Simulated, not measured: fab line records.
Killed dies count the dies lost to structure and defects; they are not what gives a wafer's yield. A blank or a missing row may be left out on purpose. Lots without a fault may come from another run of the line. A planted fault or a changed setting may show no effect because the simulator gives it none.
fab line records :: flow sky130
record:
  lots: 13
  wafers: 39
  last_day: 50
route steps=708 shown LDD_P@258 RES_XHIGH@340 LOCAL_INTERCONNECT@388 VIA1@461
lots with no fault: from the same line, run without faults
start_h: start of the lot's first displayed wafer, in hours after the record's first day :: wait_h: hours since the lot's step before :: " repeats the value in the row above :: L1.1+2: one row covering several wafers at once :: - value missing, or start not given :: * or withheld: withheld :: < > ~ a bound
route shown NAME@n: NAME is a module with steps in the file, n the number in the route of the first one :: usual: average and standard deviation across the fault-free wafers :: same: alike in all rows :: chamber/n: place in a boat :: sites: the reading at each site :: _std_site: standard deviation across them :: _edge_site: inner sites' mean taken away from outer sites' mean :: radius_mm: for every site, how far away it sits from the centre of the wafer :: mask NAME#n: copy n :: behind: the most recent tool/chamber to have shaped the wafer :: hold: cause of the lot's hold/its duration in hours/its outcome :: device: which transistor (n, p or np) failed to switch :: end of line: tests run on the same wafers once the route is complete :: a step without rows: its recipe alone :: killed: dies that structure and defects cost at the first sort, which is not the same as the wafer's yield :: map: a wafer's dies, marking killed ones x, the rest . and places with no die _
set.NAME: setting as actually run; set.NAME@STEP: the setting as run at that earlier step :: model.NAME: the simulator's own value behind a step, which no gauge read
route steps across a sampled set of lots; one table per step, one row per wafer
services: the hour from which a tool's chamber was out of use, counted from the record's first day as start_h (under 0 if before that day), plus the number of hours and why
== steps ==
step: SKY_LDD_P_SOFTBAKE_03
recipe:
  temp_c: 90
  time_s: 60
  resist: NOVOLAK
usual:
  heater_power_total_W: 56.60/0.044
  run_length_s: 89.26/0.27
lot.wafer: L804.3
tool: litho_track-01
chamber: 0
start_h: 426.21
wait_h: 0.1
heater_power_total_W: 56.55
run_length_s: 89.36

lot.wafer: L804.4
tool: litho_track-01
chamber: 0
start_h: 426.21
wait_h: 0.1
heater_power_total_W: 56.49
run_length_s: 89.40

lot.wafer: L804.5
tool: litho_track-01
chamber: 0
start_h: 426.21
wait_h: 0.1
heater_power_total_W: 56.54
run_length_s: 89.23

lot.wafer: L806.1
tool: litho_track-03
chamber: 0
start_h: 444.16
wait_h: 0.1
heater_power_total_W: 56.57
run_length_s: 88.92

lot.wafer: L806.2
tool: litho_track-03
chamber: 0
start_h: 444.16
wait_h: 0.1
heater_power_total_W: 56.59
run_length_s: 88.98

lot.wafer: L806.5
tool: litho_track-03
chamber: 0
start_h: 444.16
wait_h: 0.1
heater_power_total_W: 56.63
run_length_s: 89.02

lot.wafer: L810.1
tool: litho_track-01
chamber: 0
start_h: 508.31
wait_h: 0.1
heater_power_total_W: 62.89
run_length_s: 72.97

lot.wafer: L810.4
tool: litho_track-01
chamber: 0
start_h: 508.31
wait_h: 0.1
heater_power_total_W: 63.03
run_length_s: 73.07

lot.wafer: L810.6
tool: litho_track-01
chamber: 0
start_h: 508.31
wait_h: 0.1
heater_power_total_W: 62.98
run_length_s: 72.99

lot.wafer: L811.1
tool: litho_track-01
chamber: 0
start_h: 515.51
wait_h: 0.1
heater_power_total_W: 63.09
run_length_s: 73.36

lot.wafer: L811.3
tool: litho_track-01
chamber: 0
start_h: 515.51
wait_h: 0.1
heater_power_total_W: 62.93
run_length_s: 72.96

lot.wafer: L811.5
tool: litho_track-01
chamber: 0
start_h: 515.51
wait_h: 0.1
heater_power_total_W: 62.99
run_length_s: 72.90

lot.wafer: L816.2
tool: litho_track-03
chamber: 0
start_h: 540.89
wait_h: 0.1
heater_power_total_W: 56.58
run_length_s: 88.93

lot.wafer: L816.3
tool: litho_track-03
chamber: 0
start_h: 540.89
wait_h: 0.1
heater_power_total_W: 56.68
run_length_s: 89.03

lot.wafer: L816.6
tool: litho_track-03
chamber: 0
start_h: 540.89
wait_h: 0.1
heater_power_total_W: 56.58
run_length_s: 89.22

lot.wafer: L818.1
tool: litho_track-03
chamber: 0
start_h: 557.31
wait_h: 0.1
heater_power_total_W: 56.57
run_length_s: 88.85

lot.wafer: L818.3
tool: litho_track-03
chamber: 0
start_h: 557.31
wait_h: 0.1
heater_power_total_W: 56.53
run_length_s: 89.08

lot.wafer: L818.5
tool: litho_track-03
chamber: 0
start_h: 557.31
wait_h: 0.1
heater_power_total_W: 56.64
run_length_s: 88.98

lot.wafer: L819.1
tool: litho_track-03
chamber: 0
start_h: 561.96
wait_h: 0.1
heater_power_total_W: 56.60
run_length_s: 88.94

lot.wafer: L819.2
tool: litho_track-03
chamber: 0
start_h: 561.96
wait_h: 0.1
heater_power_total_W: 56.62
run_length_s: 89.13

lot.wafer: L819.5
tool: litho_track-03
chamber: 0
start_h: 561.96
wait_h: 0.1
heater_power_total_W: 56.56
run_length_s: 89.03

lot.wafer: L820.2
tool: litho_track-03
chamber: 0
start_h: 581.74
wait_h: 0.1
heater_power_total_W: 56.62
run_length_s: 89.04

lot.wafer: L820.3
tool: litho_track-03
chamber: 0
start_h: 581.74
wait_h: 0.1
heater_power_total_W: 56.64
run_length_s: 89.02

lot.wafer: L820.6
tool: litho_track-03
chamber: 0
start_h: 581.74
wait_h: 0.1
heater_power_total_W: 56.59
run_length_s: 89.01

lot.wafer: L821.1
tool: litho_track-01
chamber: 0
start_h: 586.01
wait_h: 0.1
heater_power_total_W: 56.64
run_length_s: 89.29

lot.wafer: L821.3
tool: litho_track-01
chamber: 0
start_h: 586.01
wait_h: 0.1
heater_power_total_W: 56.63
run_length_s: 89.26

lot.wafer: L821.4
tool: litho_track-01
chamber: 0
start_h: 586.01
wait_h: 0.1
heater_power_total_W: 56.56
run_length_s: 89.18

lot.wafer: L822.3
tool: litho_track-01
chamber: 0
start_h: 587.26
wait_h: 0.1
heater_power_total_W: 56.59
run_length_s: 89.47

lot.wafer: L822.4
tool: litho_track-01
chamber: 0
start_h: 587.26
wait_h: 0.1
heater_power_total_W: 56.61
run_length_s: 89.20

lot.wafer: L822.6
tool: litho_track-01
chamber: 0
start_h: 587.26
wait_h: 0.1
heater_power_total_W: 56.68
run_length_s: 89.19

lot.wafer: L823.2
tool: litho_track-02
chamber: 0
start_h: 593.93
wait_h: 0.1
heater_power_total_W: 56.60
run_length_s: 89.58

lot.wafer: L823.4
tool: litho_track-02
chamber: 0
start_h: 593.93
wait_h: 0.1
heater_power_total_W: 56.60
run_length_s: 89.58

lot.wafer: L823.5
tool: litho_track-02
chamber: 0
start_h: 593.93
wait_h: 0.1
heater_power_total_W: 56.66
run_length_s: 89.61

lot.wafer: L824.1
tool: litho_track-02
chamber: 0
start_h: 602.85
wait_h: 0.1
heater_power_total_W: 56.61
run_length_s: 89.59

lot.wafer: L824.3
tool: litho_track-02
chamber: 0
start_h: 602.85
wait_h: 0.1
heater_power_total_W: 56.66
run_length_s: 89.48

lot.wafer: L824.5
tool: litho_track-02
chamber: 0
start_h: 602.85
wait_h: 0.1
heater_power_total_W: 56.60
run_length_s: 89.60

lot.wafer: L825.2
tool: litho_track-02
chamber: 0
start_h: 617.13
wait_h: 0.1
heater_power_total_W: 56.60
run_length_s: 89.55

lot.wafer: L825.3
tool: litho_track-02
chamber: 0
start_h: 617.13
wait_h: 0.1
heater_power_total_W: 56.57
run_length_s: 89.46

lot.wafer: L825.6
tool: litho_track-02
chamber: 0
start_h: 617.13
wait_h: 0.1
heater_power_total_W: 56.64
run_length_s: 89.44
step: SKY_RES_XHIGH_STRIP_08
recipe:
  chemistry: O2/N2
  power_w: 1400
  pressure_mtorr: 1500
  platen_temp_c: withheld
  o2_flow_sccm: 3000
  n2_flow_sccm: 300
  overash_fraction: 0.5
usual:
  drypump_motor_current_A: 5.4/0.41
  oes_product_au: 0.711/0.0044
  strip_time_to_endpoint_s: 14.28/0.036
lot.wafer: L804.3
tool: plasma_asher-04
chamber: 1
start_h: 625.04
wait_h: 0.1
drypump_motor_current_A: 4.7
oes_product_au: 0.722
rf_hours_counter_h: -
strip_time_to_endpoint_s: 14.30

lot.wafer: L804.4
tool: plasma_asher-04
chamber: 0
start_h: 625.04
wait_h: 0.1
drypump_motor_current_A: 5.2
oes_product_au: 0.719
rf_hours_counter_h: -
strip_time_to_endpoint_s: 14.27

lot.wafer: L804.5
tool: plasma_asher-04
chamber: 1
start_h: 625.04
wait_h: 0.1
drypump_motor_current_A: 4.7
oes_product_au: 0.711
rf_hours_counter_h: -
strip_time_to_endpoint_s: 14.26

lot.wafer: L806.1
tool: plasma_asher-01
chamber: 1
start_h: 643.61
wait_h: 0.1
drypump_motor_current_A: 6.0
oes_product_au: 0.713
rf_hours_counter_h: 92
strip_time_to_endpoint_s: 14.29

lot.wafer: L806.2
tool: plasma_asher-01
chamber: 0
start_h: 643.61
wait_h: 0.1
drypump_motor_current_A: 5.5
oes_product_au: 0.707
rf_hours_counter_h: 92
strip_time_to_endpoint_s: 14.27

lot.wafer: L806.5
tool: plasma_asher-01
chamber: 1
start_h: 643.61
wait_h: 0.1
drypump_motor_current_A: 6.0
oes_product_au: 0.709
rf_hours_counter_h: -
strip_time_to_endpoint_s: 14.30

lot.wafer: L810.1
tool: plasma_asher-01
chamber: 0
start_h: 698.71
wait_h: 0.1
drypump_motor_current_A: 5.4
oes_product_au: 0.708
rf_hours_counter_h: 97
strip_time_to_endpoint_s: 14.30

lot.wafer: L810.4
tool: plasma_asher-01
chamber: 1
start_h: 698.71
wait_h: 0.1
drypump_motor_current_A: 6.0
oes_product_au: 0.709
rf_hours_counter_h: -
strip_time_to_endpoint_s: 14.32

lot.wafer: L810.6
tool: plasma_asher-01
chamber: 0
start_h: 698.71
wait_h: 0.1
drypump_motor_current_A: 5.5
oes_product_au: 0.704
rf_hours_counter_h: -
strip_time_to_endpoint_s: 14.28

lot.wafer: L811.1
tool: plasma_asher-02
chamber: 1
start_h: 714.26
wait_h: 0.1
drypump_motor_current_A: 5.7
oes_product_au: 0.716
rf_hours_counter_h: 28
strip_time_to_endpoint_s: 14.25

lot.wafer: L811.3
tool: plasma_asher-02
chamber: 0
start_h: 714.26
wait_h: 0.1
drypump_motor_current_A: 5.5
oes_product_au: 0.715
rf_hours_counter_h: -
strip_time_to_endpoint_s: 14.25

lot.wafer: L811.5
tool: plasma_asher-02
chamber: 1
start_h: 714.26
wait_h: 0.1
drypump_motor_current_A: 5.7
oes_product_au: 0.710
rf_hours_counter_h: -
strip_time_to_endpoint_s: 14.26

lot.wafer: L816.2
tool: plasma_asher-01
chamber: 1
start_h: 729.51
wait_h: 0.1
drypump_motor_current_A: 6.0
oes_product_au: 0.721
rf_hours_counter_h: 101
strip_time_to_endpoint_s: 14.23

lot.wafer: L816.3
tool: plasma_asher-01
chamber: 0
start_h: 729.51
wait_h: 0.1
drypump_motor_current_A: 5.4
oes_product_au: 0.708
rf_hours_counter_h: -
strip_time_to_endpoint_s: 14.24

lot.wafer: L816.6
tool: plasma_asher-01
chamber: 0
start_h: 729.51
wait_h: 0.1
drypump_motor_current_A: 5.5
oes_product_au: 0.714
rf_hours_counter_h: -
strip_time_to_endpoint_s: 14.18

lot.wafer: L818.1
tool: plasma_asher-01
chamber: 1
start_h: 746.81
wait_h: 0.1
drypump_motor_current_A: 6.0
oes_product_au: 0.716
rf_hours_counter_h: 0
strip_time_to_endpoint_s: 14.31

lot.wafer: L818.3
tool: plasma_asher-01
chamber: 0
start_h: 746.81
wait_h: 0.1
drypump_motor_current_A: 5.4
oes_product_au: 0.706
rf_hours_counter_h: -
strip_time_to_endpoint_s: 14.30

lot.wafer: L818.5
tool: plasma_asher-01
chamber: 1
start_h: 746.81
wait_h: 0.1
drypump_motor_current_A: 6.0
oes_product_au: 0.706
rf_hours_counter_h: -
strip_time_to_endpoint_s: 14.27

lot.wafer: L819.1
tool: plasma_asher-02
chamber: 0
start_h: 750.36
wait_h: 0.1
drypump_motor_current_A: 5.5
oes_product_au: 0.713
rf_hours_counter_h: 32
strip_time_to_endpoint_s: 14.21

lot.wafer: L819.2
tool: plasma_asher-02
chamber: 1
start_h: 750.36
wait_h: 0.1
drypump_motor_current_A: 5.7
oes_product_au: 0.702
rf_hours_counter_h: 32
strip_time_to_endpoint_s: 14.23

lot.wafer: L819.5
tool: plasma_asher-02
chamber: 1
start_h: 750.36
wait_h: 0.1
drypump_motor_current_A: 5.7
oes_product_au: 0.715
rf_hours_counter_h: -
strip_time_to_endpoint_s: 14.24

lot.wafer: L820.2
tool: plasma_asher-04
chamber: 1
start_h: 770.76
wait_h: 0.1
drypump_motor_current_A: 4.7
oes_product_au: 0.718
rf_hours_counter_h: 65
strip_time_to_endpoint_s: 14.27

lot.wafer: L820.3
tool: plasma_asher-04
chamber: 1
start_h: 770.76
wait_h: 0.1
drypump_motor_current_A: 4.7
oes_product_au: 0.714
rf_hours_counter_h: -
strip_time_to_endpoint_s: 14.28

lot.wafer: L820.6
tool: plasma_asher-04
chamber: 0
start_h: 770.76
wait_h: 0.1
drypump_motor_current_A: 5.2
oes_product_au: 0.714
rf_hours_counter_h: -
strip_time_to_endpoint_s: 14.26

lot.wafer: L821.1
tool: plasma_asher-04
chamber: 0
start_h: 772.36
wait_h: 0.1
drypump_motor_current_A: 5.2
oes_product_au: 0.717
rf_hours_counter_h: 65
strip_time_to_endpoint_s: 14.30

lot.wafer: L821.3
tool: plasma_asher-04
chamber: 1
start_h: 772.36
wait_h: 0.1
drypump_motor_current_A: 4.7
oes_product_au: 0.707
rf_hours_counter_h: -
strip_time_to_endpoint_s: 14.33

lot.wafer: L821.4
tool: plasma_asher-04
chamber: 0
start_h: 772.36
wait_h: 0.1
drypump_motor_current_A: 5.2
oes_product_au: 0.711
rf_hours_counter_h: -
strip_time_to_endpoint_s: 14.33

lot.wafer: L822.3
tool: plasma_asher-04
chamber: 1
start_h: 773.49
wait_h: 0.1
drypump_motor_current_A: 4.7
oes_product_au: 0.700
rf_hours_counter_h: -
strip_time_to_endpoint_s: 14.32

lot.wafer: L822.4
tool: plasma_asher-04
chamber: 0
start_h: 773.49
wait_h: 0.1
drypump_motor_current_A: 5.2
oes_product_au: 0.710
rf_hours_counter_h: -
strip_time_to_endpoint_s: 14.27

lot.wafer: L822.6
tool: plasma_asher-04
chamber: 1
start_h: 773.49
wait_h: 0.1
drypump_motor_current_A: 4.7
oes_product_au: 0.713
rf_hours_counter_h: -
strip_time_to_endpoint_s: 14.33

lot.wafer: L823.2
tool: plasma_asher-02
chamber: 0
start_h: 780.71
wait_h: 0.1
drypump_motor_current_A: 5.5
oes_product_au: 0.718
rf_hours_counter_h: 35
strip_time_to_endpoint_s: 14.28

lot.wafer: L823.4
tool: plasma_asher-02
chamber: 0
start_h: 780.71
wait_h: 0.1
drypump_motor_current_A: 5.4
oes_product_au: 0.713
rf_hours_counter_h: -
strip_time_to_endpoint_s: 14.21

lot.wafer: L823.5
tool: plasma_asher-02
chamber: 1
start_h: 780.71
wait_h: 0.1
drypump_motor_current_A: 5.7
oes_product_au: 0.711
rf_hours_counter_h: -
strip_time_to_endpoint_s: 14.26

lot.wafer: L824.1
tool: plasma_asher-04
chamber: 0
start_h: 789.36
wait_h: 0.1
drypump_motor_current_A: 5.2
oes_product_au: 0.715
rf_hours_counter_h: 67
strip_time_to_endpoint_s: 14.26

lot.wafer: L824.3
tool: plasma_asher-04
chamber: 1
start_h: 789.36
wait_h: 0.1
drypump_motor_current_A: 4.7
oes_product_au: 0.714
rf_hours_counter_h: -
strip_time_to_endpoint_s: 14.27

lot.wafer: L824.5
tool: plasma_asher-04
chamber: 0
start_h: 789.36
wait_h: 0.1
drypump_motor_current_A: 5.2
oes_product_au: 0.711
rf_hours_counter_h: -
strip_time_to_endpoint_s: 14.25

lot.wafer: L825.2
tool: plasma_asher-01
chamber: 0
start_h: 799.36
wait_h: 0.1
drypump_motor_current_A: 5.5
oes_product_au: 0.704
rf_hours_counter_h: 5
strip_time_to_endpoint_s: 14.26

lot.wafer: L825.3
tool: plasma_asher-01
chamber: 0
start_h: 799.36
wait_h: 0.1
drypump_motor_current_A: 5.4
oes_product_au: 0.719
rf_hours_counter_h: -
strip_time_to_endpoint_s: 14.27

lot.wafer: L825.6
tool: plasma_asher-01
chamber: 0
start_h: 799.36
wait_h: 0.1
drypump_motor_current_A: 5.4
oes_product_au: 0.713
rf_hours_counter_h: -
strip_time_to_endpoint_s: 14.26
step: SKY_LOCAL_INTERCONNECT_RS_MEAS_01
recipe:
  thk_meas_gauge: four-point-probe
  reads: TiN_of_LOCAL_INTERCONNECT_SPUTTER_00
usual:
  LOCAL_INTERCONNECT_TIN_RS: 14.17/0.14
lot.wafer: L804.3
tool: film_metro-02
chamber: -
start_h: 685.51
wait_h: 0.1
LOCAL_INTERCONNECT_TIN_RS[ohm/sq]: 14.20

lot.wafer: L804.4
tool: film_metro-02
chamber: -
start_h: 685.51
wait_h: 0.1
LOCAL_INTERCONNECT_TIN_RS[ohm/sq]: 14.18

lot.wafer: L804.5
tool: film_metro-02
chamber: -
start_h: 685.51
wait_h: 0.1
LOCAL_INTERCONNECT_TIN_RS[ohm/sq]: 14.14

lot.wafer: L806.1
tool: film_metro-02
chamber: -
start_h: 704.04
wait_h: 0.0
LOCAL_INTERCONNECT_TIN_RS[ohm/sq]: 14.19

lot.wafer: L806.2
tool: film_metro-02
chamber: -
start_h: 704.04
wait_h: 0.0
LOCAL_INTERCONNECT_TIN_RS[ohm/sq]: 14.32

lot.wafer: L806.5
tool: film_metro-02
chamber: -
start_h: 704.04
wait_h: 0.0
LOCAL_INTERCONNECT_TIN_RS[ohm/sq]: 14.29

lot.wafer: L810.1
tool: film_metro-02
chamber: -
start_h: 757.11
wait_h: 0.0
LOCAL_INTERCONNECT_TIN_RS[ohm/sq]: 14.08

lot.wafer: L810.4
tool: film_metro-02
chamber: -
start_h: 757.11
wait_h: 0.0
LOCAL_INTERCONNECT_TIN_RS[ohm/sq]: 14.11

lot.wafer: L810.6
tool: film_metro-02
chamber: -
start_h: 757.11
wait_h: 0.0
LOCAL_INTERCONNECT_TIN_RS[ohm/sq]: 14.07

lot.wafer: L811.1
tool: film_metro-04
chamber: -
start_h: 773.31
wait_h: 0.0
LOCAL_INTERCONNECT_TIN_RS[ohm/sq]: 14.01

lot.wafer: L811.3
tool: film_metro-04
chamber: -
start_h: 773.31
wait_h: 0.0
LOCAL_INTERCONNECT_TIN_RS[ohm/sq]: 14.14

lot.wafer: L811.5
tool: film_metro-04
chamber: -
start_h: 773.31
wait_h: 0.0
LOCAL_INTERCONNECT_TIN_RS[ohm/sq]: 14.30

lot.wafer: L816.2
tool: film_metro-02
chamber: -
start_h: 787.63
wait_h: 0.1
LOCAL_INTERCONNECT_TIN_RS[ohm/sq]: 14.18

lot.wafer: L816.3
tool: film_metro-02
chamber: -
start_h: 787.63
wait_h: 0.1
LOCAL_INTERCONNECT_TIN_RS[ohm/sq]: 13.93

lot.wafer: L816.6
tool: film_metro-02
chamber: -
start_h: 787.63
wait_h: 0.1
LOCAL_INTERCONNECT_TIN_RS[ohm/sq]: 14.17

lot.wafer: L818.1
tool: film_metro-04
chamber: -
start_h: 804.34
wait_h: 0.0
LOCAL_INTERCONNECT_TIN_RS[ohm/sq]: 14.08

lot.wafer: L818.3
tool: film_metro-04
chamber: -
start_h: 804.34
wait_h: 0.0
LOCAL_INTERCONNECT_TIN_RS[ohm/sq]: 14.12

lot.wafer: L818.5
tool: film_metro-04
chamber: -
start_h: 804.34
wait_h: 0.0
LOCAL_INTERCONNECT_TIN_RS[ohm/sq]: 14.24

lot.wafer: L819.1
tool: film_metro-02
chamber: -
start_h: 808.00
wait_h: 0.0
LOCAL_INTERCONNECT_TIN_RS[ohm/sq]: 14.12

lot.wafer: L819.2
tool: film_metro-02
chamber: -
start_h: 808.00
wait_h: 0.0
LOCAL_INTERCONNECT_TIN_RS[ohm/sq]: 14.15

lot.wafer: L819.5
tool: film_metro-02
chamber: -
start_h: 808.00
wait_h: 0.0
LOCAL_INTERCONNECT_TIN_RS[ohm/sq]: 14.29

lot.wafer: L820.2
tool: film_metro-03
chamber: -
start_h: 827.03
wait_h: 0.1
LOCAL_INTERCONNECT_TIN_RS[ohm/sq]: 14.14

lot.wafer: L820.3
tool: film_metro-03
chamber: -
start_h: 827.03
wait_h: 0.1
LOCAL_INTERCONNECT_TIN_RS[ohm/sq]: 14.23

lot.wafer: L820.6
tool: film_metro-03
chamber: -
start_h: 827.03
wait_h: 0.1
LOCAL_INTERCONNECT_TIN_RS[ohm/sq]: 14.18

lot.wafer: L821.1
tool: film_metro-04
chamber: -
start_h: 828.63
wait_h: 0.0
LOCAL_INTERCONNECT_TIN_RS[ohm/sq]: 14.46

lot.wafer: L821.3
tool: film_metro-04
chamber: -
start_h: 828.63
wait_h: 0.0
LOCAL_INTERCONNECT_TIN_RS[ohm/sq]: 14.54

lot.wafer: L821.4
tool: film_metro-04
chamber: -
start_h: 828.63
wait_h: 0.0
LOCAL_INTERCONNECT_TIN_RS[ohm/sq]: 14.35

lot.wafer: L822.3
tool: film_metro-04
chamber: -
start_h: 830.00
wait_h: 0.1
LOCAL_INTERCONNECT_TIN_RS[ohm/sq]: 13.99

lot.wafer: L822.4
tool: film_metro-04
chamber: -
start_h: 830.00
wait_h: 0.1
LOCAL_INTERCONNECT_TIN_RS[ohm/sq]: 13.99

lot.wafer: L822.6
tool: film_metro-04
chamber: -
start_h: 830.00
wait_h: 0.1
LOCAL_INTERCONNECT_TIN_RS[ohm/sq]: 14.07

lot.wafer: L823.2
tool: film_metro-04
chamber: -
start_h: 837.68
wait_h: 0.1
LOCAL_INTERCONNECT_TIN_RS[ohm/sq]: 14.23

lot.wafer: L823.4
tool: film_metro-04
chamber: -
start_h: 837.68
wait_h: 0.1
LOCAL_INTERCONNECT_TIN_RS[ohm/sq]: 14.06

lot.wafer: L823.5
tool: film_metro-04
chamber: -
start_h: 837.68
wait_h: 0.1
LOCAL_INTERCONNECT_TIN_RS[ohm/sq]: 14.18

lot.wafer: L824.1
tool: film_metro-04
chamber: -
start_h: 845.90
wait_h: 0.0
LOCAL_INTERCONNECT_TIN_RS[ohm/sq]: 14.13

lot.wafer: L824.3
tool: film_metro-04
chamber: -
start_h: 845.90
wait_h: 0.0
LOCAL_INTERCONNECT_TIN_RS[ohm/sq]: 14.19

lot.wafer: L824.5
tool: film_metro-04
chamber: -
start_h: 845.90
wait_h: 0.0
LOCAL_INTERCONNECT_TIN_RS[ohm/sq]: 14.11

lot.wafer: L825.2
tool: film_metro-02
chamber: -
start_h: 856.51
wait_h: 0.1
LOCAL_INTERCONNECT_TIN_RS[ohm/sq]: 14.09

lot.wafer: L825.3
tool: film_metro-02
chamber: -
start_h: 856.51
wait_h: 0.1
LOCAL_INTERCONNECT_TIN_RS[ohm/sq]: 14.14

lot.wafer: L825.6
tool: film_metro-02
chamber: -
start_h: 856.51
wait_h: 0.1
LOCAL_INTERCONNECT_TIN_RS[ohm/sq]: 14.21
step: SKY_VIA1_BOW_MEAS_03
recipe:
  mode: bow
usual:
  VIA1_BOW: 79/7.6
lot.wafer: L804.3
tool: film_metro-02
chamber: -
start_h: 774.38
wait_h: 0.3
VIA1_BOW[um]: 68

lot.wafer: L804.4
tool: film_metro-02
chamber: -
start_h: 774.38
wait_h: 0.3
VIA1_BOW[um]: 73

lot.wafer: L804.5
tool: film_metro-02
chamber: -
start_h: 774.38
wait_h: 0.3
VIA1_BOW[um]: 98

lot.wafer: L806.1
tool: film_metro-02
chamber: -
start_h: 792.07
wait_h: 0.2
VIA1_BOW[um]: 67

lot.wafer: L806.2
tool: film_metro-02
chamber: -
start_h: 792.07
wait_h: 0.2
VIA1_BOW[um]: 95

lot.wafer: L806.5
tool: film_metro-02
chamber: -
start_h: 792.07
wait_h: 0.2
VIA1_BOW[um]: 88

lot.wafer: L810.1
tool: film_metro-01
chamber: -
start_h: 842.91
wait_h: 0.1
VIA1_BOW[um]: 67

lot.wafer: L810.4
tool: film_metro-01
chamber: -
start_h: 842.91
wait_h: 0.1
VIA1_BOW[um]: 81

lot.wafer: L810.6
tool: film_metro-01
chamber: -
start_h: 842.91
wait_h: 0.1
VIA1_BOW[um]: 86

lot.wafer: L811.1
tool: film_metro-03
chamber: -
start_h: 858.34
wait_h: 0.1
VIA1_BOW[um]: 87

lot.wafer: L811.3
tool: film_metro-03
chamber: -
start_h: 858.34
wait_h: 0.1
VIA1_BOW[um]: 73

lot.wafer: L811.5
tool: film_metro-03
chamber: -
start_h: 858.34
wait_h: 0.1
VIA1_BOW[um]: 79

lot.wafer: L816.2
tool: film_metro-03
chamber: -
start_h: 872.23
wait_h: 0.2
VIA1_BOW[um]: 80

lot.wafer: L816.3
tool: film_metro-03
chamber: -
start_h: 872.23
wait_h: 0.2
VIA1_BOW[um]: 79

lot.wafer: L816.6
tool: film_metro-03
chamber: -
start_h: 872.23
wait_h: 0.2
VIA1_BOW[um]: 78

lot.wafer: L818.1
tool: film_metro-02
chamber: -
start_h: 888.61
wait_h: 0.1
VIA1_BOW[um]: 67

lot.wafer: L818.3
tool: film_metro-02
chamber: -
start_h: 888.61
wait_h: 0.1
VIA1_BOW[um]: 84

lot.wafer: L818.5
tool: film_metro-02
chamber: -
start_h: 888.61
wait_h: 0.1
VIA1_BOW[um]: 70

lot.wafer: L819.1
tool: film_metro-03
chamber: -
start_h: 891.73
wait_h: 0.1
VIA1_BOW[um]: 81

lot.wafer: L819.2
tool: film_metro-03
chamber: -
start_h: 891.73
wait_h: 0.1
VIA1_BOW[um]: 90

lot.wafer: L819.5
tool: film_metro-03
chamber: -
start_h: 891.73
wait_h: 0.1
VIA1_BOW[um]: 90

lot.wafer: L820.2
tool: film_metro-03
chamber: -
start_h: 910.58
wait_h: 0.1
VIA1_BOW[um]: 81

lot.wafer: L820.3
tool: film_metro-03
chamber: -
start_h: 910.58
wait_h: 0.1
VIA1_BOW[um]: 76

lot.wafer: L820.6
tool: film_metro-03
chamber: -
start_h: 910.58
wait_h: 0.1
VIA1_BOW[um]: 69

lot.wafer: L821.1
tool: film_metro-03
chamber: -
start_h: 911.90
wait_h: 0.2
VIA1_BOW[um]: 71

lot.wafer: L821.3
tool: film_metro-03
chamber: -
start_h: 911.90
wait_h: 0.2
VIA1_BOW[um]: 70

lot.wafer: L821.4
tool: film_metro-03
chamber: -
start_h: 911.90
wait_h: 0.2
VIA1_BOW[um]: 73

lot.wafer: L822.3
tool: film_metro-02
chamber: -
start_h: 912.15
wait_h: 0.2
VIA1_BOW[um]: 92

lot.wafer: L822.4
tool: film_metro-02
chamber: -
start_h: 912.15
wait_h: 0.2
VIA1_BOW[um]: 94

lot.wafer: L822.6
tool: film_metro-02
chamber: -
start_h: 912.15
wait_h: 0.2
VIA1_BOW[um]: 95

lot.wafer: L823.2
tool: film_metro-02
chamber: -
start_h: 920.43
wait_h: 0.1
VIA1_BOW[um]: 71

lot.wafer: L823.4
tool: film_metro-02
chamber: -
start_h: 920.43
wait_h: 0.1
VIA1_BOW[um]: 74

lot.wafer: L823.5
tool: film_metro-02
chamber: -
start_h: 920.43
wait_h: 0.1
VIA1_BOW[um]: 73

lot.wafer: L824.1
tool: film_metro-02
chamber: -
start_h: 928.27
wait_h: 0.1
VIA1_BOW[um]: 67

lot.wafer: L824.3
tool: film_metro-02
chamber: -
start_h: 928.27
wait_h: 0.1
VIA1_BOW[um]: 74

lot.wafer: L824.5
tool: film_metro-02
chamber: -
start_h: 928.27
wait_h: 0.1
VIA1_BOW[um]: 77

lot.wafer: L825.2
tool: film_metro-03
chamber: -
start_h: 937.21
wait_h: 0.2
VIA1_BOW[um]: 77

lot.wafer: L825.3
tool: film_metro-03
chamber: -
start_h: 937.21
wait_h: 0.2
VIA1_BOW[um]: 86

lot.wafer: L825.6
tool: film_metro-03
chamber: -
start_h: 937.21
wait_h: 0.2
VIA1_BOW[um]: 72
== services ==
tool: plasma_asher-04
chamber: -
start_h: 417.88
hours: 3.2
kind: repair

tool: plasma_asher-02
chamber: -
start_h: 421.25
hours: 9.0
kind: pm

tool: plasma_asher-02
chamber: 0
start_h: 421.25
hours: 9.0
kind: vent_cycle

tool: plasma_asher-02
chamber: 1
start_h: 421.25
hours: 9.0
kind: vent_cycle

tool: plasma_asher-02
chamber: 0
start_h: 430.25
hours: -
kind: clean

tool: plasma_asher-02
chamber: 1
start_h: 430.25
hours: -
kind: clean

tool: plasma_asher-02
chamber: -
start_h: 450.72
hours: 2.8
kind: pm

tool: litho_track-02
chamber: -
start_h: 451.83
hours: -
kind: consumable_replace:filter

tool: plasma_asher-04
chamber: -
start_h: 660.52
hours: 18.9
kind: pm

tool: plasma_asher-01
chamber: -
start_h: 733.75
hours: 9.0
kind: pm

tool: plasma_asher-01
chamber: 0
start_h: 733.75
hours: 9.0
kind: vent_cycle

tool: plasma_asher-01
chamber: 1
start_h: 733.75
hours: 9.0
kind: vent_cycle

tool: plasma_asher-01
chamber: 0
start_h: 742.75
hours: -
kind: clean

tool: plasma_asher-01
chamber: 1
start_h: 742.75
hours: -
kind: clean

tool: plasma_asher-01
chamber: -
start_h: 765.42
hours: 0.5
kind: repair
== key ==
first_sign:
  step: SKY_LDD_P_SOFTBAKE_03
  reading: heater_power_total_W
  direction: up
  sigmas: 99+
  usual: *
  struck: *
effect:
  step: SKY_LDD_P_SOFTBAKE_03
  reading: run_length_s
  direction: down
  sigmas: 60
  usual: *
  struck: *
met_at SKY_LDD_P_SOFTBAKE_03
struck_lots L810,L811
tester_left_out L810,L811
not_acting_at SKY_RES_XHIGH_STRIP_08,SKY_LOCAL_INTERCONNECT_RS_MEAS_01,SKY_VIA1_BOW_MEAS_03
onset_between 426.21 508.31
fault:
  kind: process_parameter_drift
  tool: litho_track-01
  chamber: -
  onset_h: 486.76
  steps: SKY_LDD_P_SOFTBAKE_03
  channel: time_s
  offset: *
  shape: step
  end_h: 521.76
  acts_in: *
  stated: *
tester_left_out: of these lots the tester's yield and bins aren't shown, on N5 and GAA mostly nor the transistor test; their killed dies are dies lost to structure and defects alone, not to doping, threshold or leakage, so they don't give the yield
